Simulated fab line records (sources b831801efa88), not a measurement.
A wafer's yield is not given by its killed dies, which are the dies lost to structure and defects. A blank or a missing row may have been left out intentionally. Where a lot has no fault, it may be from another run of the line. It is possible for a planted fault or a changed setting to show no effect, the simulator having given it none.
Comparing a struck lot with a sound one -- flow sky130 -- 16 out of 708 route steps
Sound: wafers L152.2, L152.4, L152.6. Wafers L146.2, L146.4, L146.6 were the ones struck. The cause is named last.
Order at every step that has rows: each side's tool, ch and its chambers, its first start. Under that, the readings that differ: sound wafers -- struck wafers -- difference of the means -- sigmas: that difference in standard deviations of wafers without a fault.
alike: words and numbers the same on both sides, and readings whose means are apart by under 2 such deviations; not compared: readings that were withheld, readings missing a value for some wafer, numbers with overlapping values and no deviation given by the record, and bounds like >300 which may hide the same value.
Wherever a step has rows on one side only, a row that says differs or no value, or a row with sigmas, the two part there. Numbers that have no deviation but don't overlap get no sigmas and don't part them. A reading missing from all wafers of one side parts the sides only when that side holds two or more wafers.

first, 5 steps without rows for these wafers: SKY_SONOS_TUNNEL_COAT_02 (resist thk 1140 nm); SKY_SONOS_TUNNEL_SOFTBAKE_03 (time 60 s); SKY_SONOS_TUNNEL_EXPOSE_04 (exposes mask TUNM, target cd 410 nm); SKY_SONOS_TUNNEL_PEB_05; SKY_SONOS_TUNNEL_DEVELOP_06 (develop time 60 s).
SKY_SONOS_TUNNEL_CD_MEAS_07: the cd target is 410 nm.
  struck on cd sem-01, day 14 06:59; sound on cd sem-01, day 16 05:21
  alike: cd nm
SKY_SONOS_TUNNEL_OVL_MEAS_08:
  struck on overlay-01, day 14 07:06; sound on overlay-01, day 16 05:28
  alike: SONOS_TUNNEL_OVL
then, 3 steps without rows for these wafers: SKY_SONOS_TUNNEL_IMPLANT_09; SKY_SONOS_TUNNEL_WET_ETCH_10 (etches SiO2 in dHF, target depth 14 nm, time 280 s); SKY_SONOS_TUNNEL_STRIP_11 (strips in SPM, time 600 s).
SKY_SONOS_TUNNEL_TW_MEAS_12:
  struck on film metro-04, day 14 07:33; sound on film metro-04, day 16 05:55
  alike: SONOS_TUNNEL_TW
then, 1 step without rows for these wafers: SKY_SONOS_TUNNEL_CLEAN_13 (cleans in dHF, time 20 s).
SKY_SONOS_ONO_OXIDATION_00: stabilise 600 s, purge 300 s, target thk 2.6 nm.
  sound on furnace-01 ch 0, day 16 06:44; struck on furnace-01 ch 0, day 14 09:38
SKY_SONOS_ONO_THK_MEAS_01:
  struck on film metro-01, day 14 11:13; sound on film metro-01, day 16 08:05
reading,sound,struck,difference,sigmas
SONOS_ONO_OXIDATION_THK (nm),2.66 2.68 2.63,4.24 4.18 4.23,+1.56,+27
then, 2 steps without rows for these wafers: SKY_SONOS_ONO_CVD_02 (deposits Si3N4 from DCS/NH3, target thk 10.5 nm, time 180 s); SKY_PAD_OPEN_PROBE_99.

## WHERE THEY PART
Only at SKY_SONOS_ONO_THK_MEAS_01, within this record.

WHY: what the simulator had put in
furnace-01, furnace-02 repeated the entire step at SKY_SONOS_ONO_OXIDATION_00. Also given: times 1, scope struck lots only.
